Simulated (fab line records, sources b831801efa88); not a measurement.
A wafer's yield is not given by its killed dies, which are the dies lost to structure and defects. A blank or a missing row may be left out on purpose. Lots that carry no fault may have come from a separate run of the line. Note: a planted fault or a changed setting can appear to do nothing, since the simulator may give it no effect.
Which tool is to blame? :: flow sky130 :: 12 lots, 36 wafers sampled, at 5 steps of a route of 708

WHAT EACH GAUGE READ, for each wafer
SKY_FIELD_ISO_THK_MEAS_04.
lot: L690
measured: day 1 16:05
on: film-metro-03
FIELD_ISO_CVD_03_THK (nm): 165.0 166.0 165.0

lot: L691
measured: day 1 23:46
on: film-metro-03
FIELD_ISO_CVD_03_THK (nm): 167.8 168.3 168.5

lot: L692
measured: day 2 02:27
on: film-metro-04
FIELD_ISO_CVD_03_THK (nm): 164.8 164.5 164.9

lot: L693
measured: day 2 06:43
on: film-metro-03
FIELD_ISO_CVD_03_THK (nm): 163.9 163.7 163.8

lot: L699
measured: day 3 14:30
on: film-metro-02
FIELD_ISO_CVD_03_THK (nm): 165.4 164.6 163.2

lot: L700
measured: day 3 17:19
on: film-metro-03
FIELD_ISO_CVD_03_THK (nm): 166.1 167.9 167.4

lot: L701
measured: day 4 01:41
on: film-metro-02
FIELD_ISO_CVD_03_THK (nm): 165.6 165.2 163.9

lot: L702
measured: day 4 03:28
on: film-metro-03
FIELD_ISO_CVD_03_THK (nm): 166.3 167.0 167.7

lot: L710
measured: day 5 18:13
on: film-metro-03
FIELD_ISO_CVD_03_THK (nm): 165.5 166.1 166.2

lot: L711
measured: day 6 01:52
on: film-metro-04
FIELD_ISO_CVD_03_THK (nm): 164.4 164.8 166.4

lot: L712
measured: day 6 07:59
on: film-metro-04
FIELD_ISO_CVD_03_THK (nm): 168.6 168.1 167.7

lot: L713
measured: day 6 16:18
on: film-metro-04
FIELD_ISO_CVD_03_THK (nm): 166.0 166.5 164.5

SKY_NWELL_RS_MEAS_29: uses a four-point probe to measure.
lot: L690
measured: day 5 08:40
on: film-metro-01
NWELL_RS (ohm/sq): 626.3 622.8 625.9

lot: L691
measured: day 5 16:13
on: film-metro-01
NWELL_RS (ohm/sq): 624.2 625.0 625.2

lot: L692
measured: day 5 21:06
on: film-metro-04
NWELL_RS (ohm/sq): 622.1 624.2 623.3

lot: L693
measured: day 6 02:32
on: film-metro-03
NWELL_RS (ohm/sq): 622.5 622.6 624.2

lot: L699
measured: day 7 19:40
on: film-metro-03
NWELL_RS (ohm/sq): 624.2 622.2 621.9

lot: L700
measured: day 7 20:52
on: film-metro-03
NWELL_RS (ohm/sq): 628.3 629.0 626.0

lot: L701
measured: day 8 04:43
on: film-metro-04
NWELL_RS (ohm/sq): 633.8 632.6 633.7

lot: L702
measured: day 8 07:31
on: film-metro-01
NWELL_RS (ohm/sq): 633.3 632.2 632.7

lot: L710
measured: day 11 05:36
on: film-metro-03
NWELL_RS (ohm/sq): 628.3 628.1 626.4

lot: L711
measured: day 11 16:22
on: film-metro-01
NWELL_RS (ohm/sq): 625.3 624.5 624.7

lot: L712
measured: day 11 17:13
on: film-metro-01
NWELL_RS (ohm/sq): 622.8 624.9 623.5

lot: L713
measured: day 11 16:43
on: film-metro-03
NWELL_RS (ohm/sq): 624.9 626.6 625.9

WHAT TOOL EACH LOT RAN ON (gives the tool, then ch and the chambers of the sampled wafers, and finally the start)
lot: L690
SKY_FIELD_ISO_STRIP_16: plasma-asher-02 ch 0,1, day 2 06:22
SKY_NWELL_IMPLANT_13: implanter-02 ch 0, day 4 15:08
SKY_NWELL_STRIP_14: plasma-asher-01 ch 0,1, day 4 15:17

lot: L691
SKY_FIELD_ISO_STRIP_16: plasma-asher-01 ch 0, day 2 15:02
SKY_NWELL_IMPLANT_13: implanter-02 ch 0, day 4 22:03
SKY_NWELL_STRIP_14: plasma-asher-03 ch 0,1, day 4 22:12

lot: L692
SKY_FIELD_ISO_STRIP_16: plasma-asher-02 ch 0,1, day 2 17:29
SKY_NWELL_IMPLANT_13: implanter-02 ch 0, day 5 01:38
SKY_NWELL_STRIP_14: plasma-asher-01 ch 0,1, day 5 01:47

lot: L693
SKY_FIELD_ISO_STRIP_16: plasma-asher-04 ch 0,1, day 2 22:05
SKY_NWELL_IMPLANT_13: implanter-03 ch 0, day 5 07:35
SKY_NWELL_STRIP_14: plasma-asher-02 ch 0,1, day 5 07:42

lot: L699
SKY_FIELD_ISO_STRIP_16: plasma-asher-04 ch 0,1, day 4 07:34
SKY_NWELL_IMPLANT_13: implanter-02 ch 0, day 6 23:37
SKY_NWELL_STRIP_14: plasma-asher-02 ch 0,1, day 6 23:45

lot: L700
SKY_FIELD_ISO_STRIP_16: plasma-asher-02 ch 0,1, day 4 10:18
SKY_NWELL_IMPLANT_13: implanter-03 ch 0, day 7 01:15
SKY_NWELL_STRIP_14: plasma-asher-02 ch 0,1, day 7 01:24

lot: L701
SKY_FIELD_ISO_STRIP_16: plasma-asher-01 ch 0,1, day 4 18:17
SKY_NWELL_IMPLANT_13: implanter-02 ch 0, day 7 09:05
SKY_NWELL_STRIP_14: plasma-asher-01 ch 0,1, day 7 09:14

lot: L702
SKY_FIELD_ISO_STRIP_16: plasma-asher-01 ch 0,1, day 4 20:37
SKY_NWELL_IMPLANT_13: implanter-02 ch 0, day 7 12:12
SKY_NWELL_STRIP_14: plasma-asher-01 ch 0,1, day 7 12:21

lot: L710
SKY_FIELD_ISO_STRIP_16: plasma-asher-04 ch 0,1, day 6 13:16
SKY_NWELL_IMPLANT_13: implanter-01 ch 0, day 10 06:43
SKY_NWELL_STRIP_14: plasma-asher-02 ch 0,1, day 10 06:50

lot: L711
SKY_FIELD_ISO_STRIP_16: plasma-asher-04 ch 0,1, day 6 20:35
SKY_NWELL_IMPLANT_13: implanter-02 ch 0, day 10 16:22
SKY_NWELL_STRIP_14: plasma-asher-03 ch 1, day 10 16:29

lot: L712
SKY_FIELD_ISO_STRIP_16: plasma-asher-01 ch 0,1, day 7 03:21
SKY_NWELL_IMPLANT_13: implanter-02 ch 0, day 10 17:14
SKY_NWELL_STRIP_14: plasma-asher-03 ch 0,1, day 10 17:23

lot: L713
SKY_FIELD_ISO_STRIP_16: plasma-asher-01 ch 0,1, day 7 10:43
SKY_NWELL_IMPLANT_13: implanter-02 ch 0, day 10 16:49
SKY_NWELL_STRIP_14: plasma-asher-01 ch 0,1, day 10 16:56
- SKY_FIELD_ISO_STRIP_16: strips in O2/N2.
- SKY_NWELL_IMPLANT_13
- SKY_NWELL_STRIP_14: strips in O2/N2.

WHAT THE TOOLS THEMSELVES READ (means of the sampled wafers that have a number; where no wafer has one, the mark that the record gives instead)
SKY_FIELD_ISO_STRIP_16.
lot: L690
tool: plasma-asher-02
drypump-motor-current-A (A): 5.91
oes-product-au (a.u.): 0.377
strip-time-to-endpoint-s (s): 3.50

lot: L691
tool: plasma-asher-01
drypump-motor-current-A (A): 5.78
oes-product-au (a.u.): 0.375
strip-time-to-endpoint-s (s): 3.51

lot: L692
tool: plasma-asher-02
drypump-motor-current-A (A): 5.70
oes-product-au (a.u.): 0.376
strip-time-to-endpoint-s (s): 3.59

lot: L693
tool: plasma-asher-04
drypump-motor-current-A (A): 5.81
oes-product-au (a.u.): 0.376
strip-time-to-endpoint-s (s): 3.51

lot: L699
tool: plasma-asher-04
drypump-motor-current-A (A): 5.81
oes-product-au (a.u.): 0.377
strip-time-to-endpoint-s (s): 3.51

lot: L700
tool: plasma-asher-02
drypump-motor-current-A (A): 5.68
oes-product-au (a.u.): 0.384
strip-time-to-endpoint-s (s): 3.57

lot: L701
tool: plasma-asher-01
drypump-motor-current-A (A): 5.46
oes-product-au (a.u.): 0.376
strip-time-to-endpoint-s (s): 3.61

lot: L702
tool: plasma-asher-01
drypump-motor-current-A (A): 5.59
oes-product-au (a.u.): 0.378
strip-time-to-endpoint-s (s): 3.54

lot: L710
tool: plasma-asher-04
drypump-motor-current-A (A): 5.69
oes-product-au (a.u.): 0.380
strip-time-to-endpoint-s (s): 3.56

lot: L711
tool: plasma-asher-04
drypump-motor-current-A (A): 5.66
oes-product-au (a.u.): 0.381
strip-time-to-endpoint-s (s): 3.62

lot: L712
tool: plasma-asher-01
drypump-motor-current-A (A): 5.60
oes-product-au (a.u.): 0.377
strip-time-to-endpoint-s (s): 3.55

lot: L713
tool: plasma-asher-01
drypump-motor-current-A (A): 5.44
oes-product-au (a.u.): 0.372
strip-time-to-endpoint-s (s): 3.57

SKY_NWELL_IMPLANT_13.
lot: L690
tool: implanter-02
dose-ions-cm2: 7.005e+11
faraday-current-uA: 3.98

lot: L691
tool: implanter-02
dose-ions-cm2: 7.001e+11
faraday-current-uA: 3.96

lot: L692
tool: implanter-02
dose-ions-cm2: 6.993e+11
faraday-current-uA: 4.05

lot: L693
tool: implanter-03
dose-ions-cm2: 6.990e+11
faraday-current-uA: 3.94

lot: L699
tool: implanter-02
dose-ions-cm2: 7.002e+11
faraday-current-uA: 3.95

lot: L700
tool: implanter-03
dose-ions-cm2: 6.995e+11
faraday-current-uA: 3.95

lot: L701
tool: implanter-02
dose-ions-cm2: 4.173e+11
faraday-current-uA: 2.36

lot: L702
tool: implanter-02
dose-ions-cm2: 4.178e+11
faraday-current-uA: 2.34

lot: L710
tool: implanter-01
dose-ions-cm2: 7.000e+11
faraday-current-uA: 3.93

lot: L711
tool: implanter-02
dose-ions-cm2: 6.999e+11
faraday-current-uA: 3.94

lot: L712
tool: implanter-02
dose-ions-cm2: 6.997e+11
faraday-current-uA: 3.94

lot: L713
tool: implanter-02
dose-ions-cm2: 7.003e+11
faraday-current-uA: 3.92

SKY_NWELL_STRIP_14.
lot: L690
tool: plasma-asher-01
drypump-motor-current-A (A): 5.60
oes-product-au (a.u.): 0.718
strip-time-to-endpoint-s (s): 36.91

lot: L691
tool: plasma-asher-03
drypump-motor-current-A (A): 5.84
oes-product-au (a.u.): 0.722
strip-time-to-endpoint-s (s): 36.79

lot: L692
tool: plasma-asher-01
drypump-motor-current-A (A): 5.44
oes-product-au (a.u.): 0.723
strip-time-to-endpoint-s (s): 36.92

lot: L693
tool: plasma-asher-02
drypump-motor-current-A (A): 5.69
oes-product-au (a.u.): 0.730
strip-time-to-endpoint-s (s): 36.92

lot: L699
tool: plasma-asher-02
drypump-motor-current-A (A): 5.70
oes-product-au (a.u.): 0.726
strip-time-to-endpoint-s (s): 36.70

lot: L700
tool: plasma-asher-02
drypump-motor-current-A (A): 5.69
oes-product-au (a.u.): 0.723
strip-time-to-endpoint-s (s): 36.89

lot: L701
tool: plasma-asher-01
drypump-motor-current-A (A): 5.45
oes-product-au (a.u.): 0.719
strip-time-to-endpoint-s (s): 36.92

lot: L702
tool: plasma-asher-01
drypump-motor-current-A (A): 5.62
oes-product-au (a.u.): 0.719
strip-time-to-endpoint-s (s): 36.92

lot: L710
tool: plasma-asher-02
drypump-motor-current-A (A): 5.91
oes-product-au (a.u.): 0.720
strip-time-to-endpoint-s (s): 36.74

lot: L711
tool: plasma-asher-03
drypump-motor-current-A (A): 5.71
oes-product-au (a.u.): 0.721
strip-time-to-endpoint-s (s): 36.82

lot: L712
tool: plasma-asher-03
drypump-motor-current-A (A): 5.84
oes-product-au (a.u.): 0.724
strip-time-to-endpoint-s (s): 36.83

lot: L713
tool: plasma-asher-01
drypump-motor-current-A (A): 5.63
oes-product-au (a.u.): 0.718
strip-time-to-endpoint-s (s): 36.87

THE ANSWER, worked out from the rows above alone
Rule: the usual values come from the lots themselves. Put in order of their means at a reading, lots are off if they are a third of the lots or fewer, leave a main group of 4 or more, and stand apart from it by a gap of 3 or more times the standard deviation of the main group's means; of several such gaps the widest counts. The tables above print the reading to a certain number of digits; a main group whose means all agree to those digits is not used. A lot without any number at a reading at which 4 lots or more have one is off too. Where the step has rows for the other lots, those lots are counted as sound. First the gauges in route order, then the tools' own readings, where a lot's mean is used as printed above. At the first step where some lot is off, the reading lying furthest off is the one used; lots without a number count as furthest.
Off: L701, L702 (SKY_NWELL_IMPLANT_13, dose-ions-cm2). Main group: mean 6.998e+11, sd 4.5e+08.
If a tool, at that step or one of the process steps before it, ran each lot that is off and ran no sound lot following the first of them, it fits. Not one of the candidates tried fits.

WHAT HAD BEEN PUT IN BY THE SIMULATOR
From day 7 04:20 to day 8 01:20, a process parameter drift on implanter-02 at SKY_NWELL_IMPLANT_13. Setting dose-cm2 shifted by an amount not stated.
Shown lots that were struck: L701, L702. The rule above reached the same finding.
